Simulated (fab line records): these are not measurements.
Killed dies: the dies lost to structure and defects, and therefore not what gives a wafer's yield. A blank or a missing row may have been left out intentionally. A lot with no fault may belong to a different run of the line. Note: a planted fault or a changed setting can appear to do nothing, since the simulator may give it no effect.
One fault through the eyes of 2 desks | flow gf180mcu | each desk holds nothing but its own numbers, with what lay behind them at the end

DESK OF THE TOOL OWNER: implanter-01
The tool's own readings at GF_LVPWELL_IMPLANT_09: means of the sampled wafers that have a number, for each lot that ran on this tool. A lot is out of limits, marked OUT, if its mean lies more than 4 standard deviations from the usual mean; the brackets give that distance.
Columns: A = beamEnergyKeV at GF_LVPWELL_IMPLANT_09, usual 59.998; B = beamOnS at GF_LVPWELL_IMPLANT_09, usual 10.00 s; C = faradayCurrentUA at GF_LVPWELL_IMPLANT_09, usual 28.2
lot  | first seen here | A      | B                | C
L740 | day 4 15:31     | 59.994 | 10.12            | 27.9
L745 | day 5 09:25     | 60.016 | 9.98             | 28.3
L748 | day 5 22:49     | 59.992 | 10.20            | 27.7
L756 | day 7 22:40     | 59.986 | 11.20 (+5.7) OUT | 25.5 (-4.4) OUT
L758 | day 8 09:06     | 60.004 | 11.24 (+5.9) OUT | 25.4 (-4.6) OUT
L759 | day 8 12:29     | 60.013 | 11.15 (+5.5) OUT | 25.6 (-4.3) OUT
This desk's verdict: out of limits on L756, L758, L759, starting with L756 at day 7 22:40 (beamOnS at GF_LVPWELL_IMPLANT_09). L740, L745, L748: within limits.

FROM THE METROLOGY DESK
What the gauges read for every lot (on any tool): the sampled wafers with a number, averaged. A lot is out of limits, marked OUT, if its mean lies more than 4 standard deviations from the usual mean; the brackets give that distance.
Columns: A = MVSD_OVL at GF_MVSD_OVL_MEAS_07, usual 0.3 nm; B = LVPWELL_RS at GF_VT_IMPLANT_RS_MEAS_48, usual 1197 ohm/sq
lot  | first seen here | A    | B
L740 | day 5 04:49     | 0.8  | 1201
L741 | day 5 05:22     | -1.4 | 1197
L744 | day 5 13:56     | -0.7 | 1196
L745 | day 6 00:10     | -1.5 | 1196
L746 | day 6 05:31     | -0.3 | 1197
L748 | day 6 13:55     | -2.1 | 1194
L753 | day 7 19:24     | 0.6  | 1197
L756 | day 8 14:52     | 1.9  | 1176 (-6.2) OUT
L758 | day 9 01:22     | 1.6  | 1178 (-5.7) OUT
L759 | day 9 04:40     | -1.1 | 1175 (-6.5) OUT
L760 | day 9 15:15     | 1.3  | 1201
L761 | day 9 17:16     | 1.3  | 1194
L762 | day 9 22:06     | 0.3  | 1194
This desk reports L756, L758, L759 out of limits; the earliest was L756 at day 12 10:14 (LVPWELL_RS at GF_VT_IMPLANT_RS_MEAS_48). L740, L741, L744, L745, L746, L748, L753, L760, L761, L762: within limits.

BROUGHT TOGETHER
The tool owner's desk had the chance to raise an alarm at day 7 22:40 on L756, L758, L759.
An alarm was possible from the metrology desk at day 12 10:14, on L756, L758, L759.
Every lot named ran GF_LVPWELL_IMPLANT_09 on implanter-01.

WHAT HAD BEEN PUT IN BY THE SIMULATOR
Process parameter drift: implanter-01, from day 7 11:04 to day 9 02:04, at GF_LVPWELL_IMPLANT_09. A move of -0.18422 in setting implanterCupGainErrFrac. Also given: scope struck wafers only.
Shown lots that were struck: L756, L758, L759.
Time in hours from fault onset to the first out-of-limits reading at each desk: tool owner's desk 12, metrology desk 119.
